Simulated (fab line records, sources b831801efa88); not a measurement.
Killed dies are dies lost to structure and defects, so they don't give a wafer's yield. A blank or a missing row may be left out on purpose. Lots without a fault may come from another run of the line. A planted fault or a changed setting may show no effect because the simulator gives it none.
Chamber matching | flow sky130 | SKY_CONTACT_ETCH_17 on rie_diel-01: 4 sister chambers
The step etches SiO2 in C4F8/O2/Ar, stops on Si3N4, target depth 340 nm. 20 wafers are shown with their chamber, then 10 later ones without.

WAFERS WITH THEIR CHAMBER
wafer  | chamber | oes_product_au (a.u.)
L075.2 | 2       | 0.894
L075.4 | 3       | 0.893
L075.6 | 1       | 0.897
L076.1 | 0       | 0.891
L076.2 | 1       | 0.890
L076.3 | 3       | 0.894
L076.4 | 2       | 0.889
L076.5 | 1       | 0.892
L076.6 | 0       | 0.894
L080.1 | 0       | 0.887
L080.2 | 2       | 0.889
L080.3 | 1       | 0.890
L080.4 | 3       | 0.895
L080.5 | 0       | 0.897
L080.6 | 1       | 0.887
L081.2 | 0       | 0.891
L081.3 | 1       | 0.893
L081.4 | 3       | 0.899
L085.3 | 0       | 0.886
L085.4 | 1       | 0.893

SIGNATURES (means of the wafers above)
reading        | chamber 0 | chamber 1 | chamber 2 | chamber 3 | scatter within a chamber
oes_product_au | 0.89100   | 0.89171   | 0.89067   | 0.89525   | 0.00338
Rule: a wafer's distance from a chamber is the root of the sum, over the readings, of the square of ((its reading less the chamber's mean) divided by the reading's scatter). The wafer belongs to the nearest chamber; if the next one is less than 2 further off, it can't be placed. The scatter: the root of (the sum of the squares of (reading less its chamber's mean) over the shown wafers, divided by (wafers less chambers)).

WAFERS WITHOUT THEIR CHAMBER
wafer  | oes_product_au (a.u.)
L085.5 | 0.890
L090.2 | 0.898
L090.3 | 0.895
L090.4 | 0.889
L091.3 | 0.897
L091.5 | 0.896
L091.6 | 0.888
L093.3 | 0.892
L093.5 | 0.891
L093.6 | 0.891

WHICH CHAMBER EACH WENT THROUGH
wafer  | from the rows above               | in truth
L085.5 | can't be placed: 2 or 0 or 1 or 3 | 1
L090.2 | can't be placed: 3 or 1 or 0 or 2 | 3
L090.3 | can't be placed: 3 or 1 or 0 or 2 | 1
L090.4 | can't be placed: 2 or 0 or 1 or 3 | 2
L091.3 | can't be placed: 3 or 1 or 0 or 2 | 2
L091.5 | can't be placed: 3 or 1 or 0 or 2 | 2
L091.6 | can't be placed: 2 or 0 or 1 or 3 | 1
L093.3 | can't be placed: 1 or 0 or 2 or 3 | 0
L093.5 | can't be placed: 0 or 2 or 1 or 3 | 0
L093.6 | can't be placed: 0 or 2 or 1 or 3 | 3
Placed correctly: 0 of 10. Can't be placed from these rows: 10 (the true chamber is among the candidates in 10). Placed wrongly: 0.
